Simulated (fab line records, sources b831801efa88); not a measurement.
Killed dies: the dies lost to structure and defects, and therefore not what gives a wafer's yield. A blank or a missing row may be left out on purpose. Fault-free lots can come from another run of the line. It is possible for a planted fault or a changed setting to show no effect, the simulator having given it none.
Which tool is to blame? :: flow sky130 :: Sampling: 8 lots, 24 wafers, 2 of 708 route steps

## WHAT EACH GAUGE READ, for each wafer
SKY_NWELL_THK_MEAS_02.
lot: L652
measured: day 3 01:13
on: filmMetro-03
NWELL_OXIDATION_THK (nm): 10.03 10.07 10.07

lot: L663
measured: day 4 21:05
on: filmMetro-04
NWELL_OXIDATION_THK (nm): 12.24 12.29 12.37

lot: L664
measured: day 5 04:08
on: filmMetro-03
NWELL_OXIDATION_THK (nm): 12.05 12.13 12.11

lot: L665
measured: day 5 08:00
on: filmMetro-01
NWELL_OXIDATION_THK (nm): 10.27 10.26 10.22

lot: L667
measured: day 6 04:48
on: filmMetro-03
NWELL_OXIDATION_THK (nm): 10.11 9.92 10.16

lot: L670
measured: day 6 13:13
on: filmMetro-01
NWELL_OXIDATION_THK (nm): 10.07 10.07 10.18

lot: L672
measured: day 6 20:46
on: filmMetro-01
NWELL_OXIDATION_THK (nm): 10.44 10.14 10.43

lot: L675
measured: day 7 20:42
on: filmMetro-03
NWELL_OXIDATION_THK (nm): 10.00 10.19 10.15

## TOOL THAT RAN EACH LOT (tool first, then ch and the chambers of the sampled wafers, then the start)
lot: L652
SKY_NWELL_OXIDATION_01: furnace-02 ch 0, day 2 23:50

lot: L663
SKY_NWELL_OXIDATION_01: furnace-02 ch 0, day 4 19:41

lot: L664
SKY_NWELL_OXIDATION_01: furnace-02 ch 0, day 5 02:44

lot: L665
SKY_NWELL_OXIDATION_01: furnace-01 ch 0, day 5 06:37

lot: L667
SKY_NWELL_OXIDATION_01: furnace-01 ch 0, day 6 03:23

lot: L670
SKY_NWELL_OXIDATION_01: furnace-01 ch 0, day 6 11:49

lot: L672
SKY_NWELL_OXIDATION_01: furnace-01 ch 0, day 6 19:21

lot: L675
SKY_NWELL_OXIDATION_01: furnace-01 ch 0, day 7 19:19
- SKY_NWELL_OXIDATION_01: stabilise 600 s, purge 300 s, target thk 10 nm.

## THE ANSWER, worked out from the rows above alone
Rule: the lots themselves supply what counts as usual. Put in order of their means at a reading, lots are off if they are a third of the lots or fewer, leave a main group of 4 or more, and stand apart from it by a gap of 3 or more times the standard deviation of the main group's means; of several such gaps the widest counts. The tables above print the reading to a certain number of digits; a main group whose means all agree to those digits is not used. A lot without any number at a reading at which 4 lots or more have one is off too. Any other lot the step has rows for is counted as sound.
Off: L663, L664, seen at SKY_NWELL_THK_MEAS_02 (NWELL_OXIDATION_THK). The main group has a mean of 10.15 nm with a standard deviation of 0.1.
If a tool, at a process step before that reading, ran all the lots that are off and no sound lot after the first of them, it fits. The gauges at SKY_NWELL_THK_MEAS_02 are tried like those tools. One candidate fits, namely furnace-02 at SKY_NWELL_OXIDATION_01. Its last sound lot is L652 (day 2 23:50), its first lot that is off L663 (day 4 19:41): a fault that began between those two fits.

## WHAT THE SIMULATOR HAD PUT IN
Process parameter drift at SKY_NWELL_OXIDATION_01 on furnace-02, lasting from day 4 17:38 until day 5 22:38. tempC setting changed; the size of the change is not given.
Struck lots among those shown: L663, L664. The rule above found the same.
